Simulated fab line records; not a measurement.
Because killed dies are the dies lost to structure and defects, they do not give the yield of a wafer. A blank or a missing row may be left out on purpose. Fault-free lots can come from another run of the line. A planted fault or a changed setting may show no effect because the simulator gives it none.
The tool behind it: which one? | flow gf180mcu | 14 lots, 42 wafers sampled, at 2 steps of a route of 602

WHAT THE GAUGES SHOWED, per wafer
GF_VT_IMPLANT_TW_MEAS_10.
lot  | measured     | on            | VT_IMPLANT_TW
L972 | day 5 19:44  | film metro-02 | 569.9 568.5 567.5
L973 | day 6 04:43  | film metro-02 | 566.9 569.5 567.7
L975 | day 6 13:50  | film metro-02 | 571.6 570.6 573.7
L976 | day 6 21:01  | film metro-02 | 569.9 570.9 573.3
L977 | day 7 07:27  | film metro-03 | 572.3 569.7 569.9
L978 | day 7 20:08  | film metro-02 | 570.0 568.4 568.5
L982 | day 8 09:10  | film metro-02 | 566.4 569.1 566.6
L983 | day 8 18:30  | film metro-02 | 569.6 568.2 568.2
L984 | day 9 01:29  | film metro-03 | 581.9 582.7 585.4
L985 | day 9 06:07  | film metro-03 | 587.4 584.3 586.8
L986 | day 9 14:26  | film metro-03 | 566.2 566.7 566.3
L990 | day 10 14:37 | film metro-02 | 565.5 571.7 565.9
L992 | day 11 01:13 | film metro-03 | 570.1 569.1 574.2
L994 | day 11 14:58 | film metro-03 | 569.7 568.6 567.0

WHICH TOOL RAN EACH LOT (tool, then ch and the chambers of the sampled wafers, then the start)
lot  | GF_VT_IMPLANT_IMPLANT_08
L972 | implanter-01 ch 0, day 5 19:29
L973 | implanter-03 ch 0, day 6 04:28
L975 | implanter-02 ch 0, day 6 13:37
L976 | implanter-01 ch 0, day 6 20:46
L977 | implanter-02 ch 0, day 7 07:10
L978 | implanter-01 ch 0, day 7 19:55
L982 | implanter-02 ch 0, day 8 08:56
L983 | implanter-03 ch 0, day 8 18:14
L984 | implanter-01 ch 0, day 9 01:14
L985 | implanter-01 ch 0, day 9 05:52
L986 | implanter-02 ch 0, day 9 14:14
L990 | implanter-02 ch 0, day 10 14:22
L992 | implanter-03 ch 0, day 11 00:58
L994 | implanter-01 ch 0, day 11 14:44
- GF_VT_IMPLANT_IMPLANT_08

AS READ BY THE TOOLS THEMSELVES (means over the sampled wafers that have a number; for cases with no such wafer, the mark the record gives instead)
GF_VT_IMPLANT_IMPLANT_08.
lot  | tool         | beam on s (s) | faraday current uA
L972 | implanter-01 | 10.04         | 46.6
L973 | implanter-03 | 9.61          | 48.6
L975 | implanter-02 | 9.98          | 47.0
L976 | implanter-01 | 10.18         | 46.0
L977 | implanter-02 | 9.94          | 47.1
L978 | implanter-01 | 9.97          | 46.9
L982 | implanter-02 | 10.13         | 46.1
L983 | implanter-03 | 9.69          | 48.2
L984 | implanter-01 | 11.17         | 41.9
L985 | implanter-01 | 11.07         | 42.1
L986 | implanter-02 | 9.85          | 47.3
L990 | implanter-02 | 10.00         | 46.7
L992 | implanter-03 | 10.04         | 46.7
L994 | implanter-01 | 10.10         | 46.2

THE ANSWER, worked out from the rows above alone
Rule: what is usual is taken from the lots themselves. The widest of any qualifying gaps counts: lots, ordered by their means at a reading, are off when they make up no more than a third of the lots, leave a main group of 4 or more, and stand apart from it by 3 or more times the standard deviation of that group's means. Not used: any main group whose means are identical at the precision the tables above print for the reading. Also off: a lot with no number at a reading for which 4 or more lots have one. Where the step has rows for the other lots, those lots are counted as sound. First the gauges in route order, then the tools' own readings, where a lot's mean is used as printed above. The first step at which some lot is off is used, and at that step the reading that is off furthest; a lot without a number counts as furthest.
Off: at GF_VT_IMPLANT_TW_MEAS_10 (VT_IMPLANT_TW), L984, L985. For the main group the mean is 569.1 and the standard deviation 1.7.
A tool fits if, at a process step before that reading, it ran every lot that is off, and no sound lot after the first of them. Not tried: the gauges at GF_VT_IMPLANT_TW_MEAS_10; whatever is off there is also off at GF_VT_IMPLANT_IMPLANT_08, on other tools, and gauge error can't account for it. None of those tried fits.

WHAT THE SIMULATOR HAD INSERTED
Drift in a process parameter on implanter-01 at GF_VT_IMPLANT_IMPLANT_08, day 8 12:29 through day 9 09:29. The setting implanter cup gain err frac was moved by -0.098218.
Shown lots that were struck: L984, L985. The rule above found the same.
